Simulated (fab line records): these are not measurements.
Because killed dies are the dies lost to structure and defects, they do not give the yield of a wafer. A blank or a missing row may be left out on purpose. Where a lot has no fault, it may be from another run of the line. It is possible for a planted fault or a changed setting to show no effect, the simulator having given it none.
The tool behind it: which one? | flow gf180mcu | 12 lots, 36 wafers sampled, at 6 steps of a route of 602

WHAT EACH GAUGE READ, for each wafer
GF_HV_LDD_THK_MEAS_55. Usual: HV_LDD_CVD_54_THK 9.98 nm, standard deviation 0.11.
lot  | measured     | on            | HV_LDD_CVD_54_THK (nm) | flag
L206 | day 12 13:45 | film metro-03 | 10.08 9.93 10.02       |
L207 | day 12 19:13 | film metro-04 | 10.03 9.80 9.89        |
L209 | day 13 15:19 | film metro-04 | 10.09 9.91 9.94        |
L212 | day 14 17:01 | film metro-03 | 9.92 9.85 9.88         |
L213 | day 14 23:06 | film metro-04 | 9.90 10.00 9.99        |
L214 | day 15 04:47 | film metro-01 | 10.02 10.06 10.20      |
L218 | day 16 06:51 | film metro-04 | 9.94 9.90 9.96         |
L223 | day 18 02:32 | film metro-01 | 10.33 10.15 10.30      |
L225 | day 18 19:43 | film metro-04 | 10.15 10.09 10.02      |
L227 | day 19 10:07 | film metro-04 | 9.84 10.04 9.88        |
L228 | day 19 23:55 | film metro-03 | 10.10 10.04 9.93       |
L229 | day 20 01:41 | film metro-01 | 9.92 9.85 10.00        |

GF_PSD_RS_MEAS_15: the measuring method here is four-point-probe. Usual: PSD_RS 108.51 ohm/sq, standard deviation 0.28.
lot  | measured     | on            | PSD_RS (ohm/sq)      | flag
L206 | day 14 08:39 | film metro-03 | 108.64 108.68 108.93 |
L207 | day 14 14:39 | film metro-04 | 108.00 108.06 107.99 |
L209 | day 15 12:16 | film metro-03 | 108.97 108.61 108.65 |
L212 | day 16 15:05 | film metro-04 | 108.18 108.46 108.39 |
L213 | day 16 22:08 | film metro-02 | 113.96 113.58 114.17 | OFF
L214 | day 17 03:59 | film metro-03 | 113.87 114.03 113.97 | OFF
L218 | day 18 06:57 | film metro-02 | 108.36 108.10 107.94 |
L223 | day 20 05:18 | film metro-03 | 108.56 108.75 108.49 |
L225 | day 21 00:10 | film metro-04 | 108.05 108.42 107.88 |
L227 | day 21 13:10 | film metro-04 | 108.57 108.75 108.85 |
L228 | day 22 03:06 | film metro-03 | 108.62 109.10 108.67 |
L229 | day 22 03:47 | film metro-03 | 108.44 108.66 108.72 |

GF_SAB_CD_MEAS_09 targets a cd of 420 nm. Usual: 420.3 nm for cd nm, sd 2.
lot  | measured     | on        | cd nm (nm)        | flag
L206 | day 15 05:50 | cd sem-01 | 417.4 417.8 416.9 |
L207 | day 15 12:00 | cd sem-01 | 420.7 419.2 418.7 |
L209 | day 16 09:48 | cd sem-01 | 421.6 420.9 420.8 |
L212 | day 17 14:31 | cd sem-01 | 418.5 417.3 416.8 |
L213 | day 17 20:41 | cd sem-02 | 418.6 416.9 419.4 |
L214 | day 18 02:05 | cd sem-02 | 420.7 421.2 420.6 |
L218 | day 19 06:52 | cd sem-02 | 417.5 418.5 417.4 |
L223 | day 21 05:20 | cd sem-01 | 422.5 421.9 421.9 |
L225 | day 21 23:59 | cd sem-02 | 421.9 422.6 422.8 |
L227 | day 22 12:23 | cd sem-01 | 420.9 423.7 422.1 |
L228 | day 23 02:52 | cd sem-01 | 418.5 419.6 419.7 |
L229 | day 23 03:25 | cd sem-01 | 418.7 419.3 422.6 |

WHAT TOOL EACH LOT RAN ON (gives the tool, then ch and the chambers of the sampled wafers, and finally the start)
lot  | GF_HV_LDD_STRIP_37                   | GF_PSD_IMPLANT_09               | GF_PSD_STRIP_10
L206 | plasma asher-03 ch 0,1, day 11 16:23 | implanter-02 ch 0, day 14 08:05 | plasma asher-02 ch 0,1, day 14 08:13
L207 | plasma asher-04 ch 0, day 11 22:09   | implanter-01 ch 0, day 14 14:05 | plasma asher-03 ch 0,1, day 14 14:14
L209 | plasma asher-04 ch 0,1, day 12 17:54 | implanter-04 ch 0, day 15 11:42 | plasma asher-01 ch 0,1, day 15 11:50
L212 | plasma asher-03 ch 0,1, day 13 17:20 | implanter-02 ch 0, day 16 14:32 | plasma asher-01 ch 0,1, day 16 14:40
L213 | plasma asher-04 ch 0,1, day 14 00:18 | implanter-02 ch 0, day 16 21:30 | plasma asher-03 ch 0,1, day 16 21:38
L214 | plasma asher-04 ch 0,1, day 14 05:30 | implanter-02 ch 0, day 17 03:21 | plasma asher-01 ch 0, day 17 03:29
L218 | plasma asher-03 ch 0,1, day 15 07:31 | implanter-04 ch 0, day 18 06:24 | plasma asher-02 ch 0,1, day 18 06:32
L223 | plasma asher-04 ch 1, day 17 01:54   | implanter-04 ch 0, day 20 04:44 | plasma asher-02 ch 1, day 20 04:53
L225 | plasma asher-04 ch 0,1, day 17 17:50 | implanter-04 ch 0, day 20 23:36 | plasma asher-01 ch 0,1, day 20 23:44
L227 | plasma asher-03 ch 0,1, day 18 08:12 | implanter-04 ch 0, day 21 12:35 | plasma asher-02 ch 0,1, day 21 12:44
L228 | plasma asher-02 ch 0,1, day 18 21:24 | implanter-01 ch 0, day 22 02:32 | plasma asher-03 ch 0,1, day 22 02:41
L229 | plasma asher-02 ch 0,1, day 18 23:12 | implanter-01 ch 0, day 22 03:11 | plasma asher-01 ch 0,1, day 22 03:19
- GF_HV_LDD_STRIP_37: strips in O2/N2.
- GF_PSD_IMPLANT_09
- GF_PSD_STRIP_10: strips in O2/N2.

AS READ BY THE TOOLS THEMSELVES (means over the sampled wafers that have a number; for cases with no such wafer, the mark the record gives instead)
GF_HV_LDD_STRIP_37. Usual: drypump motor current A 5.4 A, standard deviation 0.32; heater power w 352 W, standard deviation 46; oes product au 0.716 a.u., standard deviation 0.0048; strip time to endpoint s 12.63 s, standard deviation 0.041.
lot  | tool            | drypump motor current A (A) | heater power w (W) | oes product au (a.u.) | strip time to endpoint s (s) | flag
L206 | plasma asher-03 | 5.3                         | 341                | 0.719                 | 12.62                        |
L207 | plasma asher-04 | 5.0                         | 299                | 0.715                 | 12.59                        |
L209 | plasma asher-04 | 5.1                         | 341                | 0.713                 | 12.71                        |
L212 | plasma asher-03 | 5.2                         | 338                | 0.719                 | 12.69                        |
L213 | plasma asher-04 | 5.2                         | 391                | 0.720                 | 12.64                        |
L214 | plasma asher-04 | 5.1                         | 342                | 0.720                 | 12.60                        |
L218 | plasma asher-03 | 5.2                         | 340                | 0.715                 | 12.55                        |
L223 | plasma asher-04 | 5.2                         | 432                | 0.720                 | 12.60                        |
L225 | plasma asher-04 | 5.1                         | 382                | 0.712                 | 12.62                        |
L227 | plasma asher-03 | 5.2                         | 339                | 0.719                 | 12.65                        |
L228 | plasma asher-02 | 5.8                         | 342                | 0.715                 | 12.65                        |
L229 | plasma asher-02 | 5.8                         | 338                | 0.713                 | 12.63                        |

GF_PSD_IMPLANT_09. Usual: 40.000 for beam energy keV, sd 0.013.
lot  | tool         | beam energy keV | flag
L206 | implanter-02 | 39.998          |
L207 | implanter-01 | 40.003          |
L209 | implanter-04 | 40.012          |
L212 | implanter-02 | 39.999          |
L213 | implanter-02 | 36.050          | OFF
L214 | implanter-02 | 36.036          | OFF
L218 | implanter-04 | 40.012          |
L223 | implanter-04 | 40.018          |
L225 | implanter-04 | 40.001          |
L227 | implanter-04 | 40.008          |
L228 | implanter-01 | 39.987          |
L229 | implanter-01 | 39.998          |

GF_PSD_STRIP_10. Usual: drypump motor current A 5.9 A, standard deviation 0.49; heater power w 352 W, standard deviation 35; oes product au 0.592 a.u., standard deviation 0.0043; strip time to endpoint s 16.53 s, standard deviation 0.036.
lot  | tool            | drypump motor current A (A) | heater power w (W) | oes product au (a.u.) | strip time to endpoint s (s) | flag
L206 | plasma asher-02 | 5.8                         | 342                | 0.595                 | 16.53                        |
L207 | plasma asher-03 | 5.3                         | 341                | 0.593                 | 16.52                        |
L209 | plasma asher-01 | 6.2                         | 351                | 0.591                 | 16.57                        |
L212 | plasma asher-01 | 6.2                         | 353                | 0.596                 | 16.52                        |
L213 | plasma asher-03 | 5.3                         | 343                | 0.602                 | 16.19                        | OFF
L214 | plasma asher-01 | 6.6                         | 417                | 0.601                 | 16.08                        | OFF
L218 | plasma asher-02 | 5.8                         | 342                | 0.593                 | 16.50                        |
L223 | plasma asher-02 | 5.7                         | 329                | 0.596                 | 16.51                        |
L225 | plasma asher-01 | 6.4                         | 373                | 0.593                 | 16.53                        |
L227 | plasma asher-02 | 5.8                         | 339                | 0.594                 | 16.54                        |
L228 | plasma asher-03 | 5.3                         | 340                | 0.593                 | 16.49                        |
L229 | plasma asher-01 | 6.2                         | 351                | 0.593                 | 16.58                        |

THE ANSWER, worked out from the rows above alone
Rule: a lot is off if the mean of its wafers that have a number lies more than 3 standard deviations from the usual mean. Also off: a lot with no number at a reading for which 4 or more lots have one. Any other lot the step has rows for is counted as sound. After the gauges, taken in route order, come the tools' own readings; for these a lot's mean is taken, as printed above. At the first step where some lot is off, the reading lying furthest off is the one used; lots without a number count as furthest.
Off: L213, L214, seen at GF_PSD_RS_MEAS_15 (PSD_RS).
A tool fits if, at a process step before that reading, it ran every lot that is off, and no sound lot after the first of them. The gauges at GF_PSD_RS_MEAS_15 aren't tried: what is off there is off at GF_PSD_IMPLANT_09 too, on other tools, and a gauge's error can't cause that. One fits: GF_PSD_IMPLANT_09 on implanter-02. Its last sound lot is L212 (day 16 14:32), its first lot that is off L213 (day 16 21:30): a fault that began between those two fits.
The tool's own readings at GF_PSD_IMPLANT_09 bear it out: on the lots that are off they differ by more than 5 times the standard deviation of the sound lots' means. beam energy keV reads 36.043 there against 40.004 on the sound lots.

WHAT THE SIMULATOR HAD PUT IN
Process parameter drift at GF_PSD_IMPLANT_09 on implanter-02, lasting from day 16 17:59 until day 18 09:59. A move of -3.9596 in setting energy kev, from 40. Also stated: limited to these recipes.
Shown lots that were struck: L213, L214. Same finding as the rule above.
